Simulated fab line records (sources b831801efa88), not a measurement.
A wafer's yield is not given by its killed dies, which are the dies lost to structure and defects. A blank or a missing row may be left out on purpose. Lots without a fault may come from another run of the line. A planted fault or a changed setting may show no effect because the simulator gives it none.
Code-filled problem report in 8D (eight disciplines) form :: flow sky130 :: the parts of the form that need people (team, actions taken, sign-off) are left out

## 1. WHAT IS WRONG
CONTACT_HDPCVD_THK at SKY_CONTACT_THK_MEAS_03 reads a mean of 820 nm on 6 wafers of 2 lots; wafers without a fault read 564 nm with a standard deviation of 5. Measured from the usual mean, that is +51 standard deviations.
Earliest sighting: wafer L271.1 on film-metro-04 at day 33 05:32. At this step, 36 wafers from 12 lots have a number in the record. Rule for "out", or "out of limits": more than 4 standard deviations from the usual mean. The rest of the wafers with a number are treated as sound.

## 2. WHAT IT IS; WHAT IT IS NOT
question: which readings at this step
is: CONTACT_HDPCVD_THK
is not: -

question: which lots
is: L271, L274
is not: L262, L264, L267, L277, L278, L279, L280, L282, L284, L285

question: which wafers of those lots
is: all that have a number
is not: -

question: read on which gauges
is: film-metro-01, film-metro-04
is not: film-metro-02

question: when
is: from day 33 05:32
is not: up to then (9 sound wafers); but 21 sound wafers of L277, L278, L279, L280, L282, L284, L285 came after

## 3. WHAT RULES OUT EACH SUSPECT
Counting: a tool at a process step up to the reading stays a suspect if it ran every lot that is out and no sound lot after the first of them.
- ruled out: the gauge at SKY_CONTACT_THK_MEAS_03. Those wafers that are out were read across 2 gauges (film-metro-01, film-metro-04).
- cvd-w-02 at SKY_LI_CONTACT_CVD_21 (deposits W, target thk 400 nm, time 120.56 s): ruled out as a lasting fault. The sound lots L280, L282, L285 went through it after L271, its earliest lot that is out (day 32 01:14).
- hdpcvd-02 at SKY_CONTACT_HDPCVD_02 (deposits SiO2, target thk 565 nm, time 94.2 s): ruled out as a lasting fault. The sound lots L285 went through it after L271, its earliest lot that is out (day 33 05:28).
Left after counting: nothing in the record.

## 4. THE CAUSE (what the simulator had put in)
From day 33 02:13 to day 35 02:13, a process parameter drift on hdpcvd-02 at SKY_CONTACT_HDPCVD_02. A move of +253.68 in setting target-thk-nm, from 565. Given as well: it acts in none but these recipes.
The count ruled it out by mistake, since the rule takes a fault to strike every lot its tool runs from the start of the fault on, and this one did not do so.

## 5. THE CHAIN OF EFFECTS, in route order
Each row: a reading whose mean over the struck wafers that have a number lies more than 3 standard deviations from the usual. Only readings for which the record gives a usual standard deviation are gone through. hours: the time from each lot's start at the first step in this table that gives one to its start at this step, as a median over the lots. sigmas: the change in usual standard deviations.
hours: 0
step: SKY_CONTACT_THK_MEAS_03
reading: CONTACT_HDPCVD_THK
usual: 564 nm
on struck wafers: 820
change: +256
sigmas: +51

hours: 0
step: SKY_CONTACT_CMP_04
reading: time-to-endpoint-s
usual: 81 s
on struck wafers: 172
change: +91
sigmas: +25
Process steps it contains:
- SKY_CONTACT_CMP_04: polishes SiO2.
Later measuring or inspecting steps at which every struck wafer that the step has a row for has a number for every such reading, and none has moved that far: SKY_CONTACT_BOW_MEAS_05.

## 6. HOW IT WOULD HAVE BEEN CAUGHT EARLIER
In this record the first reading out of limits at a measuring or inspecting step was taken at day 33 05:32, 3 hours after the fault began at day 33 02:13.
